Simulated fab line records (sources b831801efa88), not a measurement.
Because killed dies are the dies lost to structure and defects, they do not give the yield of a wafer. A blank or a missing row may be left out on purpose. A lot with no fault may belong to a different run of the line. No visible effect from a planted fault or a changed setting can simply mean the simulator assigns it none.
Which tool was responsible?    flow sky130    12 lots, 36 wafers sampled, at 3 steps of a route of 708

WHAT THE GAUGES SHOWED, per wafer
SKY_VIA1_OVL_MEAS_13.
lot   measured      on          VIA1_OVL (nm)
L075  day 34 02:33  overlay-01  -6 -4 -7
L078  day 35 09:22  overlay-02  -3 0 -1
L079  day 35 21:41  overlay-02  1 0 -4
L081  day 36 20:16  overlay-01  5 1 3
L083  day 37 02:46  overlay-02  -4 -1 -2
L085  day 37 21:04  overlay-01  -1 8 -2
L086  day 38 11:26  overlay-01  2 3 5
L090  day 39 05:45  overlay-02  -10 -4 -7
L091  day 39 10:19  overlay-02  2 -2 2
L093  day 40 01:07  overlay-02  3 1 6
L094  day 40 18:06  overlay-02  4 -3 8
L097  day 41 03:14  overlay-02  -7 -1 -2

EACH LOT AND THE TOOL THAT RAN IT (in order: tool; ch and the chambers of the sampled wafers; start)
lot   SKY_SONOS_ONO_STRIP_17                SKY_METAL1_ETCH_18
L075  plasma_asher-02 ch 0,1, day 12 22:25  rie_metal-02 ch 0,1, day 32 23:01
L078  plasma_asher-02 ch 0,1, day 13 23:28  rie_metal-02 ch 0,1, day 34 06:02
L079  plasma_asher-02 ch 0,1, day 14 09:28  rie_metal-02 ch 0,1, day 34 18:17
L081  plasma_asher-02 ch 0,1, day 15 09:03  rie_metal-04 ch 0,1, day 35 16:59
L083  plasma_asher-03 ch 0,1, day 15 14:09  rie_metal-01 ch 0,1, day 35 23:56
L085  plasma_asher-02 ch 0,1, day 16 15:52  rie_metal-04 ch 0,1, day 36 17:46
L086  plasma_asher-02 ch 0,1, day 17 06:27  rie_metal-02 ch 0,1, day 37 08:28
L090  plasma_asher-02 ch 0,1, day 18 10:30  rie_metal-04 ch 0,1, day 38 03:32
L091  plasma_asher-03 ch 0,1, day 18 16:28  rie_metal-01 ch 0,1, day 38 08:00
L093  plasma_asher-01 ch 0,1, day 19 06:01  rie_metal-02 ch 0,1, day 38 23:14
L094  plasma_asher-03 ch 0,1, day 20 04:47  rie_metal-01 ch 0,1, day 39 16:01
L097  plasma_asher-02 ch 0,1, day 20 14:23  rie_metal-01 ch 0,1, day 39 23:04
- SKY_SONOS_ONO_STRIP_17: strips in O2/N2.
- SKY_METAL1_ETCH_18: etches BARC in N2/H2, stops on SiO2, time 45.9 s, target depth 60 nm.

THE ANSWER, worked out from the rows above alone
Rule: the usual values come from the lots themselves. Put in order of their means at a reading, lots are off if they are a third of the lots or fewer, leave a main group of 4 or more, and stand apart from it by a gap of 3 or more times the standard deviation of the main group's means; of several such gaps the widest counts. If all means in a main group match to the digits the tables above print for the reading, that group is not used. Also off: a lot with no number at a reading for which 4 or more lots have one. All remaining lots with rows at the step are treated as sound.
No lot is off at any reading shown: from this, nothing can be told.

WHAT WAS PUT IN BY THE SIMULATOR
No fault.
